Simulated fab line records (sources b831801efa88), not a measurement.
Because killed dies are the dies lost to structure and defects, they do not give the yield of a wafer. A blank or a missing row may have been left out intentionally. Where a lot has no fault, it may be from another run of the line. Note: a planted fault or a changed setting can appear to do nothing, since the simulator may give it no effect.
2 desks looking at one fault -- flow sky130 -- numbers are kept per desk, each desk with only its own; the story behind them comes last

THE METROLOGY DESK
What the gauges read for every lot (on any tool): the sampled wafers with a number, averaged. A lot is out of limits, marked OUT, if its mean lies more than 4 standard deviations from the usual mean; the brackets give that distance.
Columns: A = FIELD_ISO_OXIDATION_01_THK at SKY_FIELD_ISO_THK_MEAS_23, usual 9.96 nm; B = FIELD_ISO_CVD_24_THK at SKY_FIELD_ISO_THK_MEAS_25, usual 593 nm; C = NWELL_OXIDATION_THK at SKY_NWELL_THK_MEAS_02, usual 10.03 nm; D = DNWELL_TW at SKY_DNWELL_TW_MEAS_09, usual 1110; E = PWDE_OVL at SKY_PWDE_OVL_MEAS_07, usual 0.4 nm; F = PWDE_TW at SKY_PWDE_TW_MEAS_10, usual 372.4
lot,first seen here,A,B,C,D,E,F
L432,day 2 07:43,9.56,583,9.81,1119,0.1,371.3
L435,day 2 21:37,9.69,591,9.91,1126,1.3,372.6
L439,day 4 01:29,10.15,592,10.02,1107,1.1,371.3
L440,day 4 01:34,9.82,595,10.05,1117,0.4,371.3
L441,day 4 05:26,9.75,587,10.03,1120,0.3,369.0
L442,day 4 09:35,9.90,592,9.64,1104,0.6,375.3
L451,day 6 11:22,10.33,589,9.75,1105,3.7,371.2
Finding of this desk: none of the 7 lots has anything out of limits.

TOOL OWNER'S DESK, furnace-01
The tool's own readings at SKY_NWELL_OXIDATION_01 (stabilise 600 s, purge 300 s, target thk 10 nm): means of the sampled wafers that have a number, for each lot that ran on this tool. A lot is out of limits, marked OUT, if its mean lies more than 4 standard deviations from the usual mean; the brackets give that distance.
Columns: A = spike_tc_bottom_C at SKY_NWELL_OXIDATION_01, usual 917 C; B = spike_tc_top_C at SKY_NWELL_OXIDATION_01, usual 911 C; C = tube_center_temp_C_max at SKY_NWELL_OXIDATION_01, usual 902.3
lot,first seen here,A,B,C
L435,day 3 01:16,916,907,902.7
L439,day 4 05:25,915,907,902.0
L440,day 4 06:49,915,907,902.2
L442,day 4 12:10,914,908,902.2
Finding of this desk: none of the 4 lots has anything out of limits.

PUT TOGETHER
Metrology desk: nothing out of limits seen.
Nothing out of limits was seen by the tool owner's desk.

WHAT THE SIMULATOR HAD PUT IN
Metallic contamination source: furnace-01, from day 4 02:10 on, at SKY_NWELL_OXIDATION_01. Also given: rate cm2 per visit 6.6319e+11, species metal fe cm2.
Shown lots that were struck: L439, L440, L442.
